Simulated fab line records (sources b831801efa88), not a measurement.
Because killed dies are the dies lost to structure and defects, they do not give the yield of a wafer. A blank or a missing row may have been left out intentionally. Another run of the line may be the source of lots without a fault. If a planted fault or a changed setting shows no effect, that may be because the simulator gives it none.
What tool caused it? -- flow gf180mcu -- 24 lots, 72 wafers sampled, at 6 steps of a route of 602

## WHAT EACH GAUGE READ, for each wafer
GF_TOP_METAL_RS_MEAS_05: uses a four-point probe to measure. Usual: TOP_METAL_ALCU_RS typically reads 0.0327 ohm/sq, with standard deviation 0.00033.
lot,measured,on,TOP_METAL_ALCU_RS (ohm/sq),flag
L074,day 27 10:22,film metro-02,0.0329 0.0329 0.0329,
L075,day 27 20:14,film metro-03,0.0326 0.0324 0.0326,
L076,day 28 02:44,film metro-01,0.0329 0.0323 0.0323,
L077,day 28 11:10,film metro-01,0.0326 0.0325 0.0327,
L078,day 28 21:19,film metro-03,0.0330 0.0325 0.0326,
L079,day 29 01:22,film metro-02,0.0326 0.0324 0.0325,
L080,day 29 16:28,film metro-03,0.0327 0.0328 0.0327,
L081,day 29 22:11,film metro-03,0.0325 0.0329 0.0325,
L082,day 29 23:07,film metro-02,0.0327 0.0327 0.0327,
L084,day 30 09:16,film metro-03,0.0324 0.0328 0.0324,
L083,day 30 11:59,film metro-02,0.0325 0.0325 0.0325,
L085,day 31 01:46,film metro-03,0.0325 0.0326 0.0327,
L086,day 31 04:20,film metro-02,0.0323 0.0323 0.0327,
L087,day 31 12:58,film metro-01,0.0330 0.0331 0.0333,
L088,day 31 15:19,film metro-03,0.0328 0.0328 0.0327,
L089,day 31 20:14,film metro-02,0.0323 0.0328 0.0325,
L090,day 31 22:05,film metro-02,0.0326 0.0327 0.0328,
L091,day 32 04:42,film metro-02,0.0331 0.0331 0.0330,
L092,day 32 15:01,film metro-01,0.0325 0.0330 0.0324,
L093,day 32 21:33,film metro-01,0.0332 0.0331 0.0330,
L094,day 33 02:37,film metro-02,0.0331 0.0329 0.0328,
L095,day 33 06:46,film metro-01,0.0321 0.0326 0.0321,
L096,day 33 21:46,film metro-03,0.0333 0.0334 0.0336,
L097,day 33 22:59,film metro-03,0.0321 0.0321 0.0324,

## WHICH TOOL RAN EACH LOT (tool, then ch and the chambers of the sampled wafers, then the start)
lot,GF_V1_CVD_02,GF_V4_CMP_04,GF_V4_SPUTTER_22,GF_MIM_SPUTTER_04,GF_MIM_SPUTTER_08
L074,"pecvd-02 ch 0,1,2, day 17 05:15","cmp-01 ch 0,1, day 23 13:31","pvd sputter-02, day 24 12:52","pvd sputter-03, day 24 13:40","pvd sputter-01, day 24 13:50"
L075,"pecvd-03 ch 0,1,2, day 17 17:31","cmp-01 ch 1,2, day 24 01:22","pvd sputter-04, day 25 01:04","pvd sputter-01, day 25 01:53","pvd sputter-03, day 25 02:04"
L076,"pecvd-01 ch 0,1,2, day 17 23:09","cmp-02 ch 0,1,3, day 24 05:47","pvd sputter-01, day 25 05:20","pvd sputter-04, day 25 08:13","pvd sputter-03, day 25 08:23"
L077,"pecvd-03 ch 0,1, day 18 11:02","cmp-02 ch 0,1, day 24 19:04","pvd sputter-02, day 25 17:46","pvd sputter-03, day 25 18:34","pvd sputter-04, day 25 18:45"
L078,"pecvd-01 ch 1,2, day 19 02:19","cmp-02 ch 0,1,2, day 25 06:32","pvd sputter-01, day 26 04:38","pvd sputter-03, day 26 05:27","pvd sputter-01, day 26 05:38"
L079,"pecvd-02 ch 0,2, day 19 03:40","cmp-01 ch 0,1, day 25 08:55","pvd sputter-01, day 26 07:50","pvd sputter-04, day 26 08:58","pvd sputter-03, day 26 09:09"
L080,"pecvd-01 ch 0,1,2, day 19 23:30","cmp-02 ch 1,2,3, day 26 02:56","pvd sputter-01, day 27 00:46","pvd sputter-04, day 27 01:34","pvd sputter-03, day 27 01:45"
L081,"pecvd-01 ch 0,1, day 20 06:37","cmp-02 ch 0,2,3, day 26 08:47","pvd sputter-04, day 27 06:43","pvd sputter-04, day 27 07:32","pvd sputter-03, day 27 07:43"
L082,"pecvd-03 ch 0,1,2, day 20 06:40","cmp-02 ch 1,2,3, day 26 10:20","pvd sputter-02, day 27 08:11","pvd sputter-04, day 27 09:00","pvd sputter-03, day 27 09:12"
L084,"pecvd-03 ch 0,1,2, day 20 22:26","cmp-02 ch 0,1,2, day 26 21:17","pvd sputter-04, day 27 18:59","pvd sputter-01, day 27 19:54","pvd sputter-03, day 27 20:06"
L083,"pecvd-01 ch 0,1, day 21 00:46","cmp-01 ch 1,3, day 27 01:24","pvd sputter-04, day 27 21:51","pvd sputter-01, day 27 22:46","pvd sputter-03, day 27 22:57"
L085,"pecvd-02 ch 0,1,2, day 21 17:52","cmp-02 ch 0,1,2, day 27 15:25","pvd sputter-01, day 28 12:44","pvd sputter-04, day 28 13:33","pvd sputter-01, day 28 13:45"
L086,"pecvd-01 ch 0,1,2, day 21 21:51","cmp-02 ch 0,1,3, day 27 18:35","pvd sputter-02, day 28 15:21","pvd sputter-04, day 28 16:11","pvd sputter-01, day 28 16:20"
L087,"pecvd-02 ch 1,2, day 22 07:15","cmp-01 ch 2,3, day 28 03:59","pvd sputter-01, day 29 00:51","pvd sputter-03, day 29 01:40","pvd sputter-04, day 29 01:50"
L088,"pecvd-03 ch 0,1,2, day 22 11:13","cmp-02 ch 1,2,3, day 28 06:55","pvd sputter-01, day 29 03:00","pvd sputter-03, day 29 03:49","pvd sputter-04, day 29 04:00"
L089,"pecvd-03 ch 0,2, day 22 18:26","cmp-01 ch 0,1, day 28 11:35","pvd sputter-01, day 29 08:04","pvd sputter-03, day 29 08:52","pvd sputter-04, day 29 09:04"
L090,"pecvd-01 ch 0,2, day 22 23:10","cmp-01 ch 0,3, day 28 14:50","pvd sputter-04, day 29 11:32","pvd sputter-01, day 29 12:21","pvd sputter-03, day 29 12:32"
L091,"pecvd-02 ch 0,1,2, day 23 06:58","cmp-01 ch 0,2,3, day 28 22:44","pvd sputter-02, day 29 18:52","pvd sputter-01, day 29 19:40","pvd sputter-04, day 29 19:52"
L092,"pecvd-03 ch 0,2, day 23 18:43","cmp-02 ch 0,1,3, day 29 09:31","pvd sputter-01, day 30 05:23","pvd sputter-03, day 30 06:12","pvd sputter-01, day 30 06:24"
L093,"pecvd-01 ch 0,1, day 24 04:48","cmp-02 ch 0,1,3, day 29 17:32","pvd sputter-01, day 30 13:12","pvd sputter-04, day 30 14:02","pvd sputter-03, day 30 14:13"
L094,"pecvd-01 ch 0,1, day 24 10:37","cmp-01 ch 0,1,3, day 29 23:04","pvd sputter-01, day 30 19:06","pvd sputter-04, day 30 19:57","pvd sputter-01, day 30 20:09"
L095,"pecvd-03 ch 0,2, day 24 16:49","cmp-01 ch 0,1, day 30 03:32","pvd sputter-04, day 30 23:04","pvd sputter-04, day 31 00:02","pvd sputter-03, day 31 00:13"
L096,"pecvd-01 ch 0,1, day 25 11:49","cmp-01 ch 1,3, day 30 20:34","pvd sputter-04, day 31 16:01","pvd sputter-03, day 31 16:50","pvd sputter-04, day 31 17:01"
L097,"pecvd-03 ch 0,1, day 25 14:19","cmp-02 ch 0,1,2, day 30 22:29","pvd sputter-02, day 31 17:01","pvd sputter-01, day 31 17:53","pvd sputter-03, day 31 18:14"
- GF_V1_CVD_02: deposits SiO2 from TEOS, target thk 850 nm, time 94.851 s.
- GF_V4_CMP_04: polishes SiO2.
- GF_V4_SPUTTER_22: material TiN, target thk 10 nm, time 40 s.
- GF_MIM_SPUTTER_04: material TiN, target thk 50 nm, time 41.7 s.
- GF_MIM_SPUTTER_08: material AlCu, target thk 200 nm, time 10.6 s.

## AS READ BY THE TOOLS THEMSELVES (means over the sampled wafers that have a number; for cases with no such wafer, the mark the record gives instead)
GF_V1_CVD_02. Usual: heater power w at 654 W, with a standard deviation of 98.
lot,tool,heater power w (W),flag
L074,pecvd-02,607,
L075,pecvd-03,716,
L076,pecvd-01,632,
L077,pecvd-03,728,
L078,pecvd-01,740,
L079,pecvd-02,562,
L080,pecvd-01,575,
L081,pecvd-01,571,
L082,pecvd-03,740,
L084,pecvd-03,702,
L083,pecvd-01,574,
L085,pecvd-02,605,
L086,pecvd-01,668,
L087,pecvd-02,629,
L088,pecvd-03,732,
L089,pecvd-03,666,
L090,pecvd-01,679,
L091,pecvd-02,612,
L092,pecvd-03,683,
L093,pecvd-01,541,
L094,pecvd-01,589,
L095,pecvd-03,659,
L096,pecvd-01,585,
L097,pecvd-03,791,

GF_V4_CMP_04. Usual: motor current A 11.9 A, standard deviation 0.97; time to endpoint s 83 s, standard deviation 5.8.
lot,tool,motor current A (A),time to endpoint s (s),flag
L074,cmp-01,13.1,83,
L075,cmp-01,12.7,86,
L076,cmp-02,11.1,82,
L077,cmp-02,10.4,76,
L078,cmp-02,10.9,81,
L079,cmp-01,12.9,88,
L080,cmp-02,11.3,80,
L081,cmp-02,11.6,79,
L082,cmp-02,11.5,76,
L084,cmp-02,10.8,75,
L083,cmp-01,12.5,82,
L085,cmp-02,11.1,83,
L086,cmp-02,11.3,78,
L087,cmp-01,12.2,78,
L088,cmp-02,11.4,81,
L089,cmp-01,12.7,92,
L090,cmp-01,12.6,87,
L091,cmp-01,12.6,89,
L092,cmp-02,11.3,82,
L093,cmp-02,11.3,84,
L094,cmp-01,13.1,85,
L095,cmp-01,12.7,96,
L096,cmp-01,12.5,80,
L097,cmp-02,10.5,79,

GF_V4_SPUTTER_22. Usual: throttle valve pct at 30.5 %, with a standard deviation of 1.2.
lot,tool,throttle valve pct (%),flag
L074,pvd sputter-02,29.6,
L075,pvd sputter-04,32.2,
L076,pvd sputter-01,30.3,
L077,pvd sputter-02,31.7,
L078,pvd sputter-01,30.2,
L079,pvd sputter-01,30.3,
L080,pvd sputter-01,30.1,
L081,pvd sputter-04,30.7,
L082,pvd sputter-02,30.6,
L084,pvd sputter-04,29.9,
L083,pvd sputter-04,29.8,
L085,pvd sputter-01,30.4,
L086,pvd sputter-02,30.7,
L087,pvd sputter-01,30.1,
L088,pvd sputter-01,30.3,
L089,pvd sputter-01,30.3,
L090,pvd sputter-04,31.5,
L091,pvd sputter-02,29.8,
L092,pvd sputter-01,30.4,
L093,pvd sputter-01,30.5,
L094,pvd sputter-01,30.3,
L095,pvd sputter-04,30.7,
L096,pvd sputter-04,31.5,
L097,pvd sputter-02,30.5,

GF_MIM_SPUTTER_04. Usual: throttle valve pct at 30.2 %, with a standard deviation of 1.3.
lot,tool,throttle valve pct (%),flag
L074,pvd sputter-03,30.1,
L075,pvd sputter-01,30.3,
L076,pvd sputter-04,30.7,
L077,pvd sputter-03,29.9,
L078,pvd sputter-03,30.2,
L079,pvd sputter-04,32.3,
L080,pvd sputter-04,30.8,
L081,pvd sputter-04,31.2,
L082,pvd sputter-04,29.9,
L084,pvd sputter-01,30.1,
L083,pvd sputter-01,30.2,
L085,pvd sputter-04,28.3,
L086,pvd sputter-04,29.8,
L087,pvd sputter-03,29.5,
L088,pvd sputter-03,29.9,
L089,pvd sputter-03,30.0,
L090,pvd sputter-01,30.1,
L091,pvd sputter-01,30.5,
L092,pvd sputter-03,30.0,
L093,pvd sputter-04,28.9,
L094,pvd sputter-04,29.9,
L095,pvd sputter-04,31.4,
L096,pvd sputter-03,30.0,
L097,pvd sputter-01,30.4,

GF_MIM_SPUTTER_08. Usual: throttle valve pct at 30.3 %, with a standard deviation of 1.1.
lot,tool,throttle valve pct (%),flag
L074,pvd sputter-01,30.6,
L075,pvd sputter-03,30.2,
L076,pvd sputter-03,29.6,
L077,pvd sputter-04,30.8,
L078,pvd sputter-01,30.3,
L079,pvd sputter-03,29.7,
L080,pvd sputter-03,30.3,
L081,pvd sputter-03,29.9,
L082,pvd sputter-03,30.1,
L084,pvd sputter-03,30.3,
L083,pvd sputter-03,30.1,
L085,pvd sputter-01,30.2,
L086,pvd sputter-01,30.4,
L087,pvd sputter-04,30.8,
L088,pvd sputter-04,30.8,
L089,pvd sputter-04,32.3,
L090,pvd sputter-03,30.5,
L091,pvd sputter-04,31.2,
L092,pvd sputter-01,30.4,
L093,pvd sputter-03,30.1,
L094,pvd sputter-01,30.7,
L095,pvd sputter-03,30.3,
L096,pvd sputter-04,29.8,
L097,pvd sputter-03,30.1,

## THE ANSWER, worked out from the rows above alone
Rule: a lot counts as off when the mean over its wafers that have a number is more than 3 standard deviations away from the usual mean. A lot without any number at a reading at which 4 lots or more have one is off too. The other lots that the step has rows for count as sound. First the gauges in route order, then the tools' own readings, where a lot's mean is used as printed above. The first step at which some lot is off is used, and at that step the reading that is off furthest; a lot without a number counts as furthest.
No lot is off at any reading shown: from this, nothing can be told.

## WHAT THE SIMULATOR PUT IN
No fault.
